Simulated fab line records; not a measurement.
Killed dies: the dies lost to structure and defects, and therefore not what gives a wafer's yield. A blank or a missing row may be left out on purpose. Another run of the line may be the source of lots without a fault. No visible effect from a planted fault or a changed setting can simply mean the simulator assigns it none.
What tool caused it? | flow gf180mcu | Sampling: 11 lots, 33 wafers, 2 of 602 route steps

## WHAT THE GAUGES READ, wafer by wafer
GF_HV_LDD_OVL_MEAS_47. Usual: for HV_LDD_03_OVL the level is -0.7 nm and the standard deviation is 1.3.
lot  | measured     | on         | HV_LDD_03_OVL (nm) | flag
L423 | day 12 21:29 | overlay-01 | -3.6 -0.6 -0.9     |
L424 | day 13 00:32 | overlay-02 | -3.3 -1.0 -1.1     |
L433 | day 15 11:26 | overlay-01 | 0.0 1.1 -0.4       |
L434 | day 16 03:35 | overlay-02 | -0.3 -0.3 -0.8     |
L436 | day 16 21:11 | overlay-01 | -2.0 -2.6 -0.4     |
L437 | day 16 20:42 | overlay-02 | -0.8 -1.6 -1.5     |
L438 | day 17 11:48 | overlay-01 | 0.2 -0.9 -0.5      |
L440 | day 18 02:30 | overlay-01 | 0.6 0.4 -0.3       |
L442 | day 19 00:46 | overlay-01 | 0.8 -0.3 -1.0      |
L443 | day 19 07:37 | overlay-01 | 1.6 -0.5 -2.4      |
L446 | day 20 02:11 | overlay-02 | 0.3 0.6 -0.8       |

## TOOL THAT RAN EACH LOT (tool first, then ch and the chambers of the sampled wafers, then the start)
lot  | GF_POLY_GATE_ETCH_12
L423 | rie_diel-04 ch 0,1, day 9 17:14
L424 | rie_diel-01 ch 0,1,2, day 9 19:26
L433 | rie_diel-02 ch 1,2,3, day 12 01:23
L434 | rie_diel-02 ch 0,1,2, day 12 12:32
L436 | rie_diel-04 ch 0,3, day 13 02:40
L437 | rie_diel-04 ch 0,1,3, day 13 05:14
L438 | rie_diel-01 ch 0,3, day 13 18:59
L440 | rie_diel-04 ch 1,2, day 14 09:17
L442 | rie_diel-02 ch 0,2,3, day 15 00:04
L443 | rie_diel-02 ch 2,3, day 15 06:41
L446 | rie_diel-02 ch 2,3, day 16 02:02
- GF_POLY_GATE_ETCH_12: etches BARC in N2/H2.

## AS READ BY THE TOOLS THEMSELVES (means over the sampled wafers that have a number; for cases with no such wafer, the mark the record gives instead)
GF_POLY_GATE_ETCH_12. Usual: chamber_pressure_mTorr 30.00 mTorr, standard deviation 0.032; drypump_motor_current_A 5.9 A, standard deviation 0.46; oes_product_au 0.736 a.u., standard deviation 0.0051; throttle_valve_pct 13.214 %, standard deviation 0.0088.
lot  | tool        | chamber_pressure_mTorr (mTorr) | drypump_motor_current_A (A) | oes_product_au (a.u.) | throttle_valve_pct (%) | flag
L423 | rie_diel-04 | 30.02                          | 5.9                         | 0.738                 | 13.211                 |
L424 | rie_diel-01 | 30.01                          | 5.9                         | 0.739                 | 13.213                 |
L433 | rie_diel-02 | 29.99                          | 6.0                         | 0.738                 | 13.218                 |
L434 | rie_diel-02 | 29.99                          | 6.2                         | 0.735                 | 13.206                 |
L436 | rie_diel-04 | 29.98                          | 5.3                         | 0.735                 | 13.217                 |
L437 | rie_diel-04 | 29.99                          | 5.7                         | 0.731                 | 13.214                 |
L438 | rie_diel-01 | 30.00                          | 5.6                         | 0.736                 | 13.211                 |
L440 | rie_diel-04 | 30.00                          | 6.4                         | 0.735                 | 13.220                 |
L442 | rie_diel-02 | 30.01                          | 5.9                         | 0.736                 | 13.218                 |
L443 | rie_diel-02 | 30.04                          | 5.7                         | 0.737                 | 13.213                 |
L446 | rie_diel-02 | 30.01                          | 6.1                         | 0.741                 | 13.212                 |

## THE ANSWER, worked out from the rows above alone
Rule: a lot is off if the mean of its wafers that have a number lies more than 3 standard deviations from the usual mean. A lot without any number at a reading at which 4 lots or more have one is off too. The other lots that the step has rows for count as sound. After the gauges, taken in route order, come the tools' own readings; for these a lot's mean is taken, as printed above. At the first step where some lot is off, the reading lying furthest off is the one used; lots without a number count as furthest.
Nothing can be told from this: no lot is off at any reading shown.

## WHAT WAS PUT IN BY THE SIMULATOR
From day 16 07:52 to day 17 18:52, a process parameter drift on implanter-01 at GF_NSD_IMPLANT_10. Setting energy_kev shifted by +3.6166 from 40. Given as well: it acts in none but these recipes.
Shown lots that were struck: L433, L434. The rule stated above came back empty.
